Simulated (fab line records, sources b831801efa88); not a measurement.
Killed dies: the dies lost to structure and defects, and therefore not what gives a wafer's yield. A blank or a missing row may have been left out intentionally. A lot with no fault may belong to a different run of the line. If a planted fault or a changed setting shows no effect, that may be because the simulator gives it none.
Which tool did it?	flow sky130	10 lots, 30 wafers sampled, at 4 steps of a route of 708

== WHAT EACH GAUGE READ, for each wafer ==
SKY_CAP2M_RS_MEAS_03: measures by four-point-probe.
lot	measured	on	CAP2M_TIN_RS (ohm/sq)
L171	day 41 19:04	film-metro-02	6.93 6.86 6.90
L174	day 42 23:35	film-metro-02	6.98 6.95 6.96
L175	day 43 02:54	film-metro-02	6.93 6.89 6.89
L176	day 43 05:56	film-metro-04	6.81 6.80 6.78
L177	day 43 17:51	film-metro-02	6.91 6.91 6.96
L178	day 44 01:34	film-metro-02	6.89 6.95 6.98
L181	day 44 23:13	film-metro-01	6.80 6.77 6.82
L182	day 45 05:31	film-metro-01	6.90 6.87 6.86
L183	day 45 10:28	film-metro-02	6.91 6.93 6.87
L185	day 45 13:43	film-metro-04	6.89 6.83 11.95

== TOOL THAT RAN EACH LOT (tool first, then ch and the chambers of the sampled wafers, then the start) ==
lot	SKY_VIA3_ETCH_15	SKY_METAL4_SPUTTER_00	SKY_CAP2M_SPUTTER_02
L171	rie-diel-01 ch 2,3, day 41 17:12	pvd-sputter-04, day 41 18:43	pvd-sputter-02, day 41 18:58
L174	rie-diel-04 ch 0,1,3, day 42 21:51	pvd-sputter-04, day 42 23:10	pvd-sputter-01, day 42 23:25
L175	rie-diel-03 ch 1,2,3, day 43 01:01	pvd-sputter-04, day 43 02:31	pvd-sputter-01, day 43 02:46
L176	rie-diel-03 ch 0,2, day 43 03:51	pvd-sputter-03, day 43 05:36	pvd-sputter-01, day 43 05:50
L177	rie-diel-04 ch 0,1,2, day 43 15:57	pvd-sputter-04, day 43 17:29	pvd-sputter-02, day 43 17:43
L178	rie-diel-03 ch 1,3, day 43 23:45	pvd-sputter-03, day 44 01:13	pvd-sputter-02, day 44 01:28
L181	rie-diel-03 ch 0,2,3, day 44 21:30	pvd-sputter-03, day 44 22:50	pvd-sputter-02, day 44 23:05
L182	rie-diel-04 ch 0,1,2, day 45 03:45	pvd-sputter-02, day 45 05:10	pvd-sputter-01, day 45 05:23
L183	rie-diel-03 ch 0,1,2, day 45 08:42	pvd-sputter-04, day 45 10:05	pvd-sputter-01, day 45 10:19
L185	rie-diel-03 ch 0,1,3, day 45 12:03	pvd-sputter-02, day 45 13:22	pvd-sputter-01, day 45 13:36
- SKY_VIA3_ETCH_15: etches SiO2 in C4F8/O2/Ar, stops on TiN, target depth 507 nm, time 78 s.
- SKY_METAL4_SPUTTER_00: material Ti, target thk 15 nm, time 10 s.
- SKY_CAP2M_SPUTTER_02: material TiN, target thk 200 nm, time 166.7 s.

== THE ANSWER, worked out from the rows above alone ==
Rule: the lots themselves supply what counts as usual. The widest of any qualifying gaps counts: lots, ordered by their means at a reading, are off when they make up no more than a third of the lots, leave a main group of 4 or more, and stand apart from it by 3 or more times the standard deviation of that group's means. A main group is skipped when, at the precision printed for the reading in the tables above, its means are all equal. A lot without any number at a reading at which 4 lots or more have one is off too. All remaining lots with rows at the step are treated as sound.
Off: at SKY_CAP2M_RS_MEAS_03 (CAP2M_TIN_RS), L185. Main group: mean 6.89 ohm/sq, sd 0.055.
If a tool, at a process step before that reading, ran all the lots that are off and no sound lot after the first of them, it fits. The gauges at SKY_CAP2M_RS_MEAS_03 are tried like those tools. Can't be told from this: 4 tools fit, rie-diel-03 at SKY_VIA3_ETCH_15, pvd-sputter-02 at SKY_METAL4_SPUTTER_00, pvd-sputter-01 at SKY_CAP2M_SPUTTER_02, film-metro-04 at SKY_CAP2M_RS_MEAS_03.

== WHAT THE SIMULATOR HAD PUT IN ==
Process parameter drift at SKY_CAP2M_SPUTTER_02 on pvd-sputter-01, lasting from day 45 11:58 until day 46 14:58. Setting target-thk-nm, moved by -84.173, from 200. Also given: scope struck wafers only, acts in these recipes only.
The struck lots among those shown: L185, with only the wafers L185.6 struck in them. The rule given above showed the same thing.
